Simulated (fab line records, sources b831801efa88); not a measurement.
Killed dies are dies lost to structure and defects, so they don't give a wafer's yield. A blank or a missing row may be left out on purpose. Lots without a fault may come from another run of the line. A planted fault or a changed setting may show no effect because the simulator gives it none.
Chamber matching | flow gf180mcu | GF_V2_CMP_26 on cmp-01: 4 sister chambers
The step polishes, stops on SiO2, t overpolish 15 s, target thk 0 nm. 24 wafers are shown with their chamber, then 12 later ones without.

WAFERS WITH THEIR CHAMBER
wafer  | chamber | motor_current_A (A) | time_to_endpoint_s (s) | platen_rpm (rpm)
L077.2 | 2       | 11.2                | 88                     | 59.99
L077.3 | 3       | 11.8                | 82                     | 60.00
L077.6 | 3       | 11.2                | 78                     | 59.99
L078.2 | 3       | 12.1                | 84                     | 59.98
L078.3 | 0       | 10.5                | 86                     | 60.00
L078.5 | 3       | 11.0                | 83                     | 60.05
L079.2 | 0       | 10.4                | 89                     | 59.96
L079.5 | 3       | 12.6                | 84                     | 60.01
L079.6 | 0       | 10.8                | 92                     | 59.95
L080.1 | 0       | 10.2                | 91                     | 60.06
L080.2 | 3       | 12.1                | 86                     | 59.99
L080.4 | 2       | 11.3                | 89                     | 59.99
L080.3 | 1       | 10.6                | 88                     | 60.01
L080.5 | 3       | 12.3                | 87                     | 60.08
L080.6 | 0       | 10.7                | 91                     | 60.00
L084.2 | 2       | 10.9                | 86                     | 60.00
L084.3 | 1       | 10.9                | 83                     | 59.97
L084.4 | 0       | 10.6                | 87                     | 59.98
L086.1 | 3       | 12.1                | 82                     | 60.00
L086.3 | 0       | 10.7                | 86                     | 60.05
L086.4 | 1       | 10.8                | 87                     | 60.06
L086.2 | 2       | 10.7                | 91                     | 59.99
L086.5 | 0       | 10.6                | 86                     | 59.99
L086.6 | 1       | 10.2                | 86                     | 60.03

SIGNATURES (means of the wafers above)
reading            | chamber 0 | chamber 1 | chamber 2 | chamber 3 | scatter within a chamber
motor_current_A    | 10.562    | 10.625    | 11.025    | 11.900    | 0.378
time_to_endpoint_s | 88.50     | 86.00     | 88.50     | 83.25     | 2.51
platen_rpm         | 59.9988   | 60.0175   | 59.9925   | 60.0125   | 0.0342
Rule: a wafer's distance from a chamber is the root of the sum, over the readings, of the square of ((its reading less the chamber's mean) divided by the reading's scatter). The wafer belongs to the nearest chamber; if the next one is less than 2 further off, it can't be placed. The scatter: the root of (the sum of the squares of (reading less its chamber's mean) over the shown wafers, divided by (wafers less chambers)).

WAFERS WITHOUT THEIR CHAMBER
wafer  | motor_current_A (A) | time_to_endpoint_s (s) | platen_rpm (rpm)
L087.1 | 10.5                | 86                     | 59.98
L087.2 | 11.1                | 84                     | 59.98
L087.6 | 11.6                | 88                     | 59.95
L092.1 | 10.6                | 93                     | 60.03
L092.3 | 12.0                | 88                     | 60.02
L092.5 | 10.9                | 89                     | 60.10
L095.1 | 10.4                | 78                     | 60.07
L095.3 | 10.7                | 83                     | 60.04
L095.4 | 12.0                | 82                     | 59.98
L096.3 | 10.5                | 85                     | 60.00
L096.4 | 11.0                | 88                     | 60.02
L096.6 | 12.0                | 84                     | 60.00

WHICH CHAMBER EACH WENT THROUGH
wafer  | from the rows above               | in truth
L087.1 | can't be placed: 1 or 0 or 2      | 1
L087.2 | can't be placed: 2 or 1 or 3 or 0 | 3
L087.6 | can't be placed: 2 or 3 or 0 or 1 | 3
L092.1 | can't be placed: 0 or 2 or 1      | 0
L092.3 | can't be placed: 3 or 2 or 1 or 0 | 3
L092.5 | can't be placed: 1 or 0 or 2 or 3 | 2
L095.1 | can't be placed: 1 or 0 or 3 or 2 | 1
L095.3 | can't be placed: 1 or 0 or 2 or 3 | 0
L095.4 | 3                                 | 3
L096.3 | can't be placed: 1 or 0 or 2      | 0
L096.4 | can't be placed: 2 or 1 or 0      | 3
L096.6 | 3                                 | 3
Placed correctly: 2 of 12. Can't be placed from these rows: 10 (the true chamber is among the candidates in 9). Placed wrongly: 0.
